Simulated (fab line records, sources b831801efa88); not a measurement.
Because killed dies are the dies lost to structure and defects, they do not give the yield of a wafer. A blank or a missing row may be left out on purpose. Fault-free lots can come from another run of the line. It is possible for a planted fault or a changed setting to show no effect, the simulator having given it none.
Which tool did it? :: flow sky130 :: Sampling: 11 lots, 31 wafers, 5 of 708 route steps

WHAT EACH GAUGE READ, for each wafer
SKY_DNWELL_TW_MEAS_09. Usual: DNWELL_TW gives 1112 (standard deviation 10).
lot: L846
measured: day 3 12:59
on: film_metro-04
DNWELL_TW: 1117 1108 1106
flag: 

lot: L848
measured: day 3 23:26
on: film_metro-04
DNWELL_TW: 1124 1117 1118
flag: 

lot: L849
measured: day 4 04:08
on: film_metro-02
DNWELL_TW: 1126 1125 1124
flag: 

lot: L850
measured: day 4 08:43
on: film_metro-02
DNWELL_TW: 1116 1116 1115
flag: 

lot: L851
measured: day 4 10:21
on: film_metro-02
DNWELL_TW: 1124 1118 1122
flag: 

lot: L858
measured: day 6 00:55
on: film_metro-02
DNWELL_TW: 1121 1119
flag: 

lot: L859
measured: day 6 05:37
on: film_metro-04
DNWELL_TW: 1118 1118
flag: 

lot: L861
measured: day 7 01:14
on: film_metro-04
DNWELL_TW: 1128 1131 1130
flag: 

lot: L863
measured: day 7 05:36
on: film_metro-03
DNWELL_TW: 1101 1102 1108
flag: 

lot: L867
measured: day 8 04:16
on: film_metro-03
DNWELL_TW: 1103 1100 1098
flag: 

lot: L868
measured: day 8 10:31
on: film_metro-04
DNWELL_TW: 1114 1115 1111
flag: 

SKY_LDD_HVP_OVL_MEAS_07. Usual: LDD_HVP_OVL gives 0.2 nm (standard deviation 1.4).
lot: L846
measured: day 21 19:08
on: overlay-01
LDD_HVP_OVL (nm): 2.0 1.2 -0.1
flag: 

lot: L848
measured: day 22 23:53
on: overlay-02
LDD_HVP_OVL (nm): 0.0 0.9 -0.3
flag: 

lot: L849
measured: day 23 06:02
on: overlay-02
LDD_HVP_OVL (nm): -0.7 -0.2 -1.4
flag: 

lot: L850
measured: day 23 20:46
on: overlay-01
LDD_HVP_OVL (nm): -1.2 -0.2 -2.6
flag: 

lot: L851
measured: day 23 20:14
on: overlay-02
LDD_HVP_OVL (nm): 1.2 0.0 -0.1
flag: 

lot: L858
measured: day 26 02:09
on: overlay-01
LDD_HVP_OVL (nm): 3.1 1.7
flag: 

lot: L859
measured: day 26 20:35
on: overlay-02
LDD_HVP_OVL (nm): -0.9 -0.9
flag: 

lot: L861
measured: day 27 22:20
on: overlay-01
LDD_HVP_OVL (nm): -1.1 1.3 -0.4
flag: 

lot: L863
measured: day 28 07:13
on: overlay-01
LDD_HVP_OVL (nm): 1.4 -0.4 1.1
flag: 

lot: L867
measured: day 29 08:55
on: overlay-01
LDD_HVP_OVL (nm): 1.0 1.6 1.8
flag: 

lot: L868
measured: day 29 15:41
on: overlay-02
LDD_HVP_OVL (nm): 0.7 -0.4 -0.6
flag: 

SKY_SD_N_CD_MEAS_07 targets a cd of 380 nm. Usual: 379.8 nm for cd_nm, sd 2.7.
lot: L846
measured: day 28 05:05
on: cd_sem-01
cd_nm (nm): 381.7 378.6 380.2
flag: 

lot: L848
measured: day 29 03:11
on: cd_sem-01
cd_nm (nm): 384.6 384.0 383.7
flag: 

lot: L849
measured: day 29 09:33
on: cd_sem-01
cd_nm (nm): 381.9 381.5 381.7
flag: 

lot: L850
measured: day 30 00:21
on: cd_sem-02
cd_nm (nm): 381.8 381.6 381.9
flag: 

lot: L851
measured: day 29 23:28
on: cd_sem-02
cd_nm (nm): 384.1 381.4 380.6
flag: 

lot: L858
measured: day 32 00:50
on: cd_sem-02
cd_nm (nm): 376.3 417.5
flag: OFF

lot: L859
measured: day 32 18:39
on: cd_sem-02
cd_nm (nm): 377.3 416.4
flag: OFF

lot: L861
measured: day 33 18:55
on: cd_sem-02
cd_nm (nm): 380.0 419.8 377.8
flag: OFF

lot: L863
measured: day 34 02:49
on: cd_sem-01
cd_nm (nm): 381.9 382.2 381.3
flag: 

lot: L867
measured: day 35 03:52
on: cd_sem-01
cd_nm (nm): 381.5 382.8 382.1
flag: 

lot: L868
measured: day 35 09:25
on: cd_sem-01
cd_nm (nm): 373.6 374.4 377.3
flag: 

TOOL THAT RAN EACH LOT (tool first, then ch and the chambers of the sampled wafers, then the start)
lot: L846
SKY_DNWELL_STRIP_08: plasma_asher-02 ch 0,1, day 3 12:54
SKY_SD_N_COAT_02: litho_track-02 ch 0, day 27 14:53

lot: L848
SKY_DNWELL_STRIP_08: plasma_asher-01 ch 0,1, day 3 23:21
SKY_SD_N_COAT_02: litho_track-02 ch 0, day 28 12:17

lot: L849
SKY_DNWELL_STRIP_08: plasma_asher-02 ch 0,1, day 4 04:02
SKY_SD_N_COAT_02: litho_track-01 ch 0, day 28 19:33

lot: L850
SKY_DNWELL_STRIP_08: plasma_asher-02 ch 0,1, day 4 08:37
SKY_SD_N_COAT_02: litho_track-02 ch 0, day 29 09:38

lot: L851
SKY_DNWELL_STRIP_08: plasma_asher-04 ch 0,1, day 4 10:14
SKY_SD_N_COAT_02: litho_track-02 ch 0, day 29 08:46

lot: L858
SKY_DNWELL_STRIP_08: plasma_asher-04 ch 1, day 6 00:48
SKY_SD_N_COAT_02: litho_track-03 ch 0, day 31 12:10

lot: L859
SKY_DNWELL_STRIP_08: plasma_asher-01 ch 1, day 6 05:30
SKY_SD_N_COAT_02: litho_track-03 ch 0, day 32 04:04

lot: L861
SKY_DNWELL_STRIP_08: plasma_asher-02 ch 0,1, day 7 01:08
SKY_SD_N_COAT_02: litho_track-03 ch 0, day 33 04:31

lot: L863
SKY_DNWELL_STRIP_08: plasma_asher-01 ch 0, day 7 05:29
SKY_SD_N_COAT_02: litho_track-02 ch 0, day 33 14:04

lot: L867
SKY_DNWELL_STRIP_08: plasma_asher-02 ch 0,1, day 8 04:10
SKY_SD_N_COAT_02: litho_track-01 ch 0, day 34 14:02

lot: L868
SKY_DNWELL_STRIP_08: plasma_asher-01 ch 1, day 8 10:25
SKY_SD_N_COAT_02: litho_track-02 ch 0, day 34 21:01
- SKY_DNWELL_STRIP_08: strips in O2/N2.
- SKY_SD_N_COAT_02: resist thk 1140 nm.

WHAT THE TOOLS THEMSELVES READ (means of the sampled wafers that have a number; where no wafer has one, the mark that the record gives instead)
SKY_DNWELL_STRIP_08. Usual: chamber_pressure_mTorr 1499.9 mTorr, standard deviation 1.4; drypump_motor_current_A 5.7 A, standard deviation 0.44; oes_product_au 0.723 a.u., standard deviation 0.0045; strip_time_to_endpoint_s 36.90 s, standard deviation 0.1.
lot: L846
tool: plasma_asher-02
chamber_pressure_mTorr (mTorr): 1499.4
drypump_motor_current_A (A): 5.8
oes_product_au (a.u.): 0.722
strip_time_to_endpoint_s (s): 36.89
flag: 

lot: L848
tool: plasma_asher-01
chamber_pressure_mTorr (mTorr): 1499.2
drypump_motor_current_A (A): 5.6
oes_product_au (a.u.): 0.726
strip_time_to_endpoint_s (s): 37.04
flag: 

lot: L849
tool: plasma_asher-02
chamber_pressure_mTorr (mTorr): 1499.5
drypump_motor_current_A (A): 5.9
oes_product_au (a.u.): 0.722
strip_time_to_endpoint_s (s): 37.03
flag: 

lot: L850
tool: plasma_asher-02
chamber_pressure_mTorr (mTorr): 1499.3
drypump_motor_current_A (A): 6.2
oes_product_au (a.u.): 0.724
strip_time_to_endpoint_s (s): 36.79
flag: 

lot: L851
tool: plasma_asher-04
chamber_pressure_mTorr (mTorr): 1499.1
drypump_motor_current_A (A): 5.9
oes_product_au (a.u.): 0.721
strip_time_to_endpoint_s (s): 36.97
flag: 

lot: L858
tool: plasma_asher-04
chamber_pressure_mTorr (mTorr): 1499.5
drypump_motor_current_A (A): 5.8
oes_product_au (a.u.): 0.725
strip_time_to_endpoint_s (s): 36.90
flag: 

lot: L859
tool: plasma_asher-01
chamber_pressure_mTorr (mTorr): 1499.9
drypump_motor_current_A (A): 5.8
oes_product_au (a.u.): 0.720
strip_time_to_endpoint_s (s): 36.83
flag: 

lot: L861
tool: plasma_asher-02
chamber_pressure_mTorr (mTorr): 1500.9
drypump_motor_current_A (A): 5.8
oes_product_au (a.u.): 0.722
strip_time_to_endpoint_s (s): 36.85
flag: 

lot: L863
tool: plasma_asher-01
chamber_pressure_mTorr (mTorr): 1499.9
drypump_motor_current_A (A): 5.3
oes_product_au (a.u.): 0.721
strip_time_to_endpoint_s (s): 36.78
flag: 

lot: L867
tool: plasma_asher-02
chamber_pressure_mTorr (mTorr): 1500.4
drypump_motor_current_A (A): 6.2
oes_product_au (a.u.): 0.719
strip_time_to_endpoint_s (s): 36.85
flag: 

lot: L868
tool: plasma_asher-01
chamber_pressure_mTorr (mTorr): 1499.0
drypump_motor_current_A (A): 5.7
oes_product_au (a.u.): 0.720
strip_time_to_endpoint_s (s): 37.00
flag: 

SKY_SD_N_COAT_02. Usual: chill_plate_temp_C 22.98 C, standard deviation 0.091; resist_line_temp_C 22.99 C, standard deviation 0.11.
lot: L846
tool: litho_track-02
chill_plate_temp_C (C): 22.95
resist_line_temp_C (C): 23.02
flag: 

lot: L848
tool: litho_track-02
chill_plate_temp_C (C): 23.00
resist_line_temp_C (C): 22.84
flag: 

lot: L849
tool: litho_track-01
chill_plate_temp_C (C): 23.02
resist_line_temp_C (C): 22.99
flag: 

lot: L850
tool: litho_track-02
chill_plate_temp_C (C): 22.96
resist_line_temp_C (C): 22.97
flag: 

lot: L851
tool: litho_track-02
chill_plate_temp_C (C): 23.08
resist_line_temp_C (C): 22.99
flag: 

lot: L858
tool: litho_track-03
chill_plate_temp_C (C): 22.95
resist_line_temp_C (C): 22.89
flag: 

lot: L859
tool: litho_track-03
chill_plate_temp_C (C): 22.87
resist_line_temp_C (C): 22.79
flag: 

lot: L861
tool: litho_track-03
chill_plate_temp_C (C): 22.97
resist_line_temp_C (C): 23.13
flag: 

lot: L863
tool: litho_track-02
chill_plate_temp_C (C): 22.94
resist_line_temp_C (C): 23.07
flag: 

lot: L867
tool: litho_track-01
chill_plate_temp_C (C): 23.07
resist_line_temp_C (C): 23.03
flag: 

lot: L868
tool: litho_track-02
chill_plate_temp_C (C): 22.92
resist_line_temp_C (C): 23.11
flag: 

THE ANSWER, worked out from the rows above alone
Rule: a lot is off if the mean of its wafers that have a number lies more than 3 standard deviations from the usual mean. A lot without any number at a reading at which 4 lots or more have one is off too. The other lots that the step has rows for count as sound. Order of review: gauges by route order, followed by the tools' own readings, for which a lot's mean as printed above is used. At the first step where some lot is off, the reading lying furthest off is the one used; lots without a number count as furthest.
Off: L858, L859, L861 (SKY_SD_N_CD_MEAS_07, cd_nm).
A tool fits if, at a process step before that reading, it ran every lot that is off, and no sound lot after the first of them. The gauges at SKY_SD_N_CD_MEAS_07 are tried like those tools. Can't be told from this: 2 tools fit, litho_track-03 at SKY_SD_N_COAT_02, cd_sem-02 at SKY_SD_N_CD_MEAS_07.

WHAT THE SIMULATOR HAD INSERTED
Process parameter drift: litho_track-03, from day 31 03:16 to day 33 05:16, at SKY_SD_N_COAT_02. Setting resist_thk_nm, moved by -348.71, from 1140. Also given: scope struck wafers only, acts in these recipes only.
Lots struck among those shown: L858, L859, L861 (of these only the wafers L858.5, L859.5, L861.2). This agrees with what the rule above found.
